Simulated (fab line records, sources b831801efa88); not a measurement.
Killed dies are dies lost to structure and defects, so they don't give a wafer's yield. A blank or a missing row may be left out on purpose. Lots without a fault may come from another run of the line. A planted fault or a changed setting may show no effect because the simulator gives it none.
fab line records | flow gf180mcu
record lots=13 wafers=39 last_day=34
route steps=602 shown HV_LDD@185 SALICIDE@286 CONTACT@289 M1@316
lots that met no fault: from a run of the same line without faults
start_h: hours from the record's first day to the start of the lot's first wafer shown | wait_h: hours since the lot's step before | " the same as in the row above | L1.1+2: a row that stands for several wafers | - no value, or no start given | * or withheld: withheld | < > ~ a bound
route shown NAME@n: a module of which the file shows steps, and the number in the route of the first | usual: mean/standard deviation of fault-free wafers | same: alike in all rows | chamber/n: place in a boat | sites: the reading at each site | _std_site: their standard deviation | _edge_site: outer sites' mean less inner sites' | radius_mm: how far each site lies from the wafer's centre | mask NAME#n: copy n | behind: the tool/chamber that last shaped the wafer | hold: why the lot was held/for how many hours/how that ended | device: the transistor (n, p or np) that didn't switch | end of line: the same wafers' tests at the end of the route | a step without rows: its recipe alone | killed: dies lost to structure and defects at the first sort, not the wafer's yield | map: a wafer's dies, x killed, . not, _ none there
set.NAME: the setting as run; set.NAME@STEP: as run at that earlier step | model.NAME: the simulator's own value behind a step, which no gauge read
steps of the route over a sample of lots; a table a step, a row a wafer
services: from which hour (start_h, from the record's first day; less than 0 if before it) a tool's chamber was out of use, for how many hours, and why
## steps
# step GF_HV_LDD_IMPLANT_09
# recipe species=As energy_kev=40 dose_cm2=1e+14 tilt_deg=7
# usual dose_ions_cm2=1.0002e+14/9.8e+10 faraday_current_uA=563/12
# columns lot.wafer tool chamber start_h wait_h dose_ions_cm2 faraday_current_uA
L229.3 implanter-03 0 216.76 0.1 9.997e+13 554
L229.5 " 0 " " 1.0002e+14 553
L229.6 " 0 " " 1.0006e+14 562
L231.1 implanter-03 0 230.11 0.0 1.0002e+14 549
L231.4 " 0 " " 9.991e+13 572
L231.6 " 0 " " 9.999e+13 573
L233.1 implanter-02 0 247.49 0.0 1.0001e+14 576
L233.2 " 0 " " 1.0007e+14 572
L233.3 " 0 " " 9.998e+13 554
L234.1 implanter-03 0 253.64 0.0 1.0006e+14 552
L234.4 " 0 " " 9.989e+13 566
L234.6 " 0 " " 1.0007e+14 591
L235.2 implanter-03 0 258.46 0.0 1.0011e+14 565
L235.3 " 0 " " 1e+14 531
L235.4 " 0 " " 1e+14 560
L236.1 implanter-03 0 265.36 0.0 9.996e+13 567
L236.5 " 0 " " 1.0003e+14 577
L236.6 " 0 " " 1.0004e+14 575
L237.1 implanter-02 0 275.31 0.0 1.002e+14 562
L237.3 " 0 " " 1.0006e+14 564
L237.5 " 0 " " 1.0009e+14 555
L238.3 implanter-02 0 280.86 0.1 9.991e+13 558
L238.5 " 0 " " 1.0022e+14 575
L238.6 " 0 " " 1.0006e+14 560
L239.1 implanter-03 0 292.91 0.0 1.0006e+14 577
L239.5 " 0 " " 1.0002e+14 581
L239.6 " 0 " " 9.991e+13 581
L241.1 implanter-02 0 321.81 0.0 1.0001e+14 559
L241.4 " 0 " " 1.0003e+14 554
L241.6 " 0 " " 1.0005e+14 575
L242.1 implanter-03 0 331.31 0.0 9.996e+13 585
L242.4 " 0 " " 1.0011e+14 541
L242.6 " 0 " " 9.987e+13 555
L250.2 implanter-02 0 371.98 0.0 1.0966e+14 640
L250.3 " 0 " " 1.0978e+14 624
L250.4 " 0 " " 1.0987e+14 619
L251.3 implanter-02 0 387.69 0.1 1.0982e+14 634
L251.5 " 0 " " 1.0992e+14 614
L251.6 " 0 " " 1.098e+14 623
# step GF_HV_LDD_TW_MEAS_11
# usual HV_LDD_TW=2420/21
# columns lot.wafer tool chamber start_h wait_h HV_LDD_TW
L229.3 film_metro-03 - 216.98 0.1 2419
L229.5 " - " " 2418
L229.6 " - " " 2418
L231.1 film_metro-02 - 230.36 0.1 2365
L231.4 " - " " 2386
L231.6 " - " " 2392
L233.1 film_metro-03 - 247.74 0.1 2444
L233.2 " - " " 2431
L233.3 " - " " 2442
L234.1 film_metro-01 - 253.89 0.1 2447
L234.4 " - " " 2447
L234.6 " - " " 2435
L235.2 film_metro-03 - 258.70 0.1 2432
L235.3 " - " " 2441
L235.4 " - " " 2427
L236.1 film_metro-02 - 265.61 0.1 2389
L236.5 " - " " 2392
L236.6 " - " " 2384
L237.1 film_metro-02 - 275.56 0.1 2375
L237.3 " - " " 2386
L237.5 " - " " 2393
L238.3 film_metro-03 - 281.08 0.1 2438
L238.5 " - " " 2443
L238.6 " - " " 2442
L239.1 film_metro-02 - 293.16 0.1 2407
L239.5 " - " " 2405
L239.6 " - " " 2402
L241.1 film_metro-02 - 322.06 0.1 2407
L241.4 " - " " 2399
L241.6 " - " " 2389
L242.1 film_metro-02 - 331.56 0.1 2393
L242.4 " - " " 2397
L242.6 " - " " 2393
L250.2 film_metro-01 - 372.21 0.1 2469
L250.3 " - " " 2485
L250.4 " - " " 2483
L251.3 film_metro-01 - 387.91 0.1 2503
L251.5 " - " " 2504
L251.6 " - " " 2511
# step GF_HV_LDD_RS_MEAS_53
# recipe thk_meas_gauge=four-point-probe
# usual HV_LDD_RS=419.4/0.9
# columns lot.wafer tool chamber start_h wait_h HV_LDD_RS[ohm/sq]
L229.3 film_metro-02 - 274.23 0.1 419.8
L229.5 " - " " 419.9
L229.6 " - " " 420.8
L231.1 film_metro-03 - 288.32 0.1 420.8
L231.4 " - " " 419.6
L231.6 " - " " 419.1
L233.1 film_metro-02 - 307.76 0.1 419.7
L233.2 " - " " 419.8
L233.3 " - " " 419.9
L234.1 film_metro-02 - 314.12 0.1 420.5
L234.4 " - " " 421.0
L234.6 " - " " 419.8
L235.2 film_metro-01 - 319.29 0.1 420.2
L235.3 " - " " 419.2
L235.4 " - " " 419.1
L236.1 film_metro-02 - 328.00 0.1 420.1
L236.5 " - " " 418.8
L236.6 " - " " 419.8
L237.1 film_metro-03 - 337.78 0.1 417.9
L237.3 " - " " 417.7
L237.5 " - " " 416.5
L238.3 film_metro-03 - 344.61 0.1 417.6
L238.5 " - " " 418.0
L238.6 " - " " 417.2
L239.1 film_metro-03 - 357.83 0.1 418.2
L239.5 " - " " 418.0
L239.6 " - " " 417.9
L241.1 film_metro-01 - 390.16 0.1 420.3
L241.4 " - " " 418.6
L241.6 " - " " 419.9
L242.1 film_metro-01 - 399.82 0.1 419.3
L242.4 " - " " 419.1
L242.6 " - " " 418.2
L250.2 film_metro-01 - 443.73 0.1 401.8
L250.3 " - " " 402.8
L250.4 " - " " 402.0
L251.3 film_metro-02 - 460.27 0.1 401.7
L251.5 " - " " 401.9
L251.6 " - " " 402.1
# step GF_SALICIDE_RTA_08
# recipe temp_c=800 time_s=30 ambient=N2
# usual lamp_power_pct=18.4/0.74 wafer_temp_C_max=803.3/0.79
# columns lot.wafer tool chamber start_h wait_h lamp_power_pct wafer_temp_C_max
L229.3 rtp_anneal-02 0 340.10 0.0 19.1 804.4
L229.5 " 0 " " 19.1 804.4
L229.6 " 0 " " 19.1 804.1
L231.1 rtp_anneal-02 0 356.02 0.0 19.1 803.3
L231.4 " 0 " " 19.1 803.4
L231.6 " 0 " " 19.1 803.2
L233.1 rtp_anneal-02 0 376.33 0.0 19.0 803.7
L233.2 " 0 " " 19.0 803.0
L233.3 " 0 " " 19.1 803.5
L234.1 rtp_anneal-01 0 383.56 0.0 17.6 802.3
L234.4 " 0 " " 17.6 803.0
L234.6 " 0 " " 17.6 803.4
L235.2 rtp_anneal-01 0 389.88 0.0 17.6 803.1
L235.3 " 0 " " 17.6 803.0
L235.4 " 0 " " 17.6 803.1
L236.1 rtp_anneal-01 0 399.52 0.0 17.6 803.2
L236.5 " 0 " " 17.6 802.2
L236.6 " 0 " " 17.6 802.0
L237.1 rtp_anneal-01 0 409.53 0.0 17.6 802.6
L237.3 " 0 " " 17.6 803.2
L237.5 " 0 " " 17.6 802.4
L238.3 rtp_anneal-02 0 418.28 0.0 19.1 803.8
L238.5 " 0 " " 19.1 804.1
L238.6 " 0 " " 19.1 803.0
L239.1 rtp_anneal-02 0 433.82 0.0 19.1 804.1
L239.5 " 0 " " 19.1 804.0
L239.6 " 0 " " 19.1 803.6
L241.1 rtp_anneal-02 0 468.29 0.0 19.1 804.7
L241.4 " 0 " " 19.1 803.6
L241.6 " 0 " " 19.0 803.6
L242.1 rtp_anneal-01 0 477.98 0.0 17.6 802.1
L242.4 " 0 " " 17.6 802.7
L242.6 " 0 " " 17.6 802.2
L250.2 rtp_anneal-02 0 520.60 0.0 19.0 803.2
L250.3 " 0 " " 19.0 803.2
L250.4 " 0 " " 19.0 804.1
L251.3 rtp_anneal-01 0 535.44 0.0 17.6 802.7
L251.5 " 0 " " 17.6 803.2
L251.6 " 0 " " 17.6 802.3
# step GF_CONTACT_CVD_02
# recipe material=SiO2 target_thk_nm=860 precursor=TEOS temp_c=400 time_s=95.992 rf_w=600
# usual heater_power_w=655/86
# columns lot.wafer tool chamber start_h wait_h heater_power_w
L229.3 pecvd-04 0 340.27 0.0 674
L229.5 " 1 " " 688
L229.6 " 0 " " 726
L231.1 pecvd-04 1 356.22 0.1 684
L231.4 " 1 " " 739
L231.6 " 2 " " 593
L233.1 pecvd-04 1 376.53 0.1 613
L233.2 " 2 " " 520
L233.3 " 0 " " 735
L234.1 pecvd-01 0 383.77 0.1 589
L234.4 " 2 " " 526
L234.6 " 0 " " 625
L235.2 pecvd-04 1 390.07 0.0 598
L235.3 " 0 " " 634
L235.4 " 1 " " 661
L236.1 pecvd-04 2 399.72 0.1 532
L236.5 " 0 " " 765
L236.6 " 2 " " 588
L237.1 pecvd-02 2 409.74 0.1 607
L237.3 " 1 " " 812
L237.5 " 2 " " 646
L238.3 pecvd-04 1 418.45 0.0 678
L238.5 " 2 " " 497
L238.6 " 0 " " 718
L239.1 pecvd-02 0 434.12 0.1 719
L239.5 " 2 " " 537
L239.6 " 0 " " 738
L241.1 pecvd-04 0 468.49 0.1 639
L241.4 " 1 " " 563
L241.6 " 0 " " 680
L242.1 pecvd-02 1 478.18 0.1 836
L242.4 " 0 " " 717
L242.6 " 1 " " 672
L250.2 pecvd-02 2 520.81 0.0 643
L250.3 " 1 " " 816
L250.4 " 1 " " 668
L251.3 pecvd-04 2 535.61 0.0 599
L251.5 " 1 " " 585
L251.6 " 2 " " 633
# step GF_M1_SPUTTER_01
# recipe material=TiN target_thk_nm=30 power_w=6500 time_s=25 chamber_pressure_pa=0.4
# usual throttle_valve_pct=30.5/1.2
# columns lot.wafer tool chamber start_h wait_h throttle_valve_pct
L229.3 pvd_sputter-03 - 364.54 0.1 30.2
L229.5 " - " " 32.2
L229.6 " - " " 32.1
L231.1 pvd_sputter-01 - 380.11 0.1 30.7
L231.4 " - " " 30.3
L231.6 " - " " 29.2
L233.1 pvd_sputter-04 - 401.76 0.1 31.8
L233.2 " - " " 28.7
L233.3 " - " " 29.8
L234.1 pvd_sputter-04 - 409.40 0.1 29.8
L234.4 " - " " 30.3
L234.6 " - " " 30.1
L235.2 pvd_sputter-04 - 415.46 0.1 30.5
L235.3 " - " " 28.7
L235.4 " - " " 29.5
L236.1 pvd_sputter-04 - 425.28 0.1 29.7
L236.5 " - " " 29.8
L236.6 " - " " 30.4
L237.1 pvd_sputter-03 - 435.20 0.1 32.2
L237.3 " - " " 30.4
L237.5 " - " " 31.6
L238.3 pvd_sputter-04 - 444.49 0.1 31.7
L238.5 " - " " 30.7
L238.6 " - " " 28.6
L239.1 pvd_sputter-04 - 460.15 0.1 28.5
L239.5 " - " " 31.7
L239.6 " - " " 28.5
L241.1 pvd_sputter-01 - 494.36 0.1 29.0
L241.4 " - " " 28.8
L241.6 " - " " 30.8
L242.1 pvd_sputter-03 - 503.99 0.1 30.6
L242.4 " - " " 32.2
L242.6 " - " " 30.2
L250.2 pvd_sputter-04 - 544.94 0.1 31.5
L250.3 " - " " 30.1
L250.4 " - " " 29.8
L251.3 pvd_sputter-03 - 560.66 0.1 32.0
L251.5 " - " " 32.0
L251.6 " - " " 32.0
## services
# columns tool chamber start_h hours kind
pecvd-04 0 220.84 3.1 repair
implanter-03 - 241.17 6.7 repair
pvd_sputter-03 - 252.01 5.5 repair
implanter-03 - 274.88 2.3 repair
pecvd-04 - 285.92 2.5 repair
implanter-03 - 300.45 1.8 repair
implanter-02 - 307.29 0.6 repair
implanter-03 - 314.56 14.8 repair
implanter-02 - 324.09 18.7 repair
pecvd-04 - 338.08 0.9 repair
implanter-02 - 339.65 2.0 repair
pvd_sputter-04 - 384.16 8.0 repair
rtp_anneal-02 - 394.99 7.9 repair
rtp_anneal-01 - 402.93 1.3 pm
implanter-03 - 409.56 2.8 pm
implanter-02 - 409.67 4.7 repair
pvd_sputter-04 - 437.32 4.4 repair
implanter-02 - 454.65 1.8 repair
implanter-02 - 462.83 3.2 repair
pecvd-04 - 482.48 1.8 repair
implanter-02 - 491.73 0.7 repair
pecvd-04 - 509.13 0.5 repair
pecvd-04 - 544.07 2.8 pm
rtp_anneal-01 - 552.78 2.7 pm
## key
first_sign step=GF_HV_LDD_IMPLANT_09 reading=dose_ions_cm2 direction=up sigmas=99+ usual=1.0002e+14 struck=1.0981e+14
effect step=GF_HV_LDD_IMPLANT_09 reading=faraday_current_uA direction=up sigmas=5 usual=563 struck=626
effect step=GF_HV_LDD_TW_MEAS_11 reading=HV_LDD_TW direction=up sigmas=3.4 usual=2420 struck=2492
effect step=GF_HV_LDD_RS_MEAS_53 reading=HV_LDD_RS direction=down sigmas=19 usual=419.4 struck=402.0
met_at GF_HV_LDD_IMPLANT_09
struck_lots L250,L251
tester_left_out L250,L251
not_acting_at GF_SALICIDE_RTA_08,GF_CONTACT_CVD_02,GF_M1_SPUTTER_01
onset_between 321.81 371.98
fault kind=process_parameter_drift tool=implanter-02 chamber=- onset_h=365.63 steps=GF_HV_LDD_IMPLANT_09 channel=dose_cm2 offset=9.8209e+12 shape=step end_h=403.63 acts_in=these_recipes_only stated=1e+14
# tester_left_out: of these lots the tester's yield and bins aren't shown, on N5 and GAA mostly nor the transistor test; their killed dies are dies lost to structure and defects alone, not to doping, threshold or leakage, so they don't give the yield
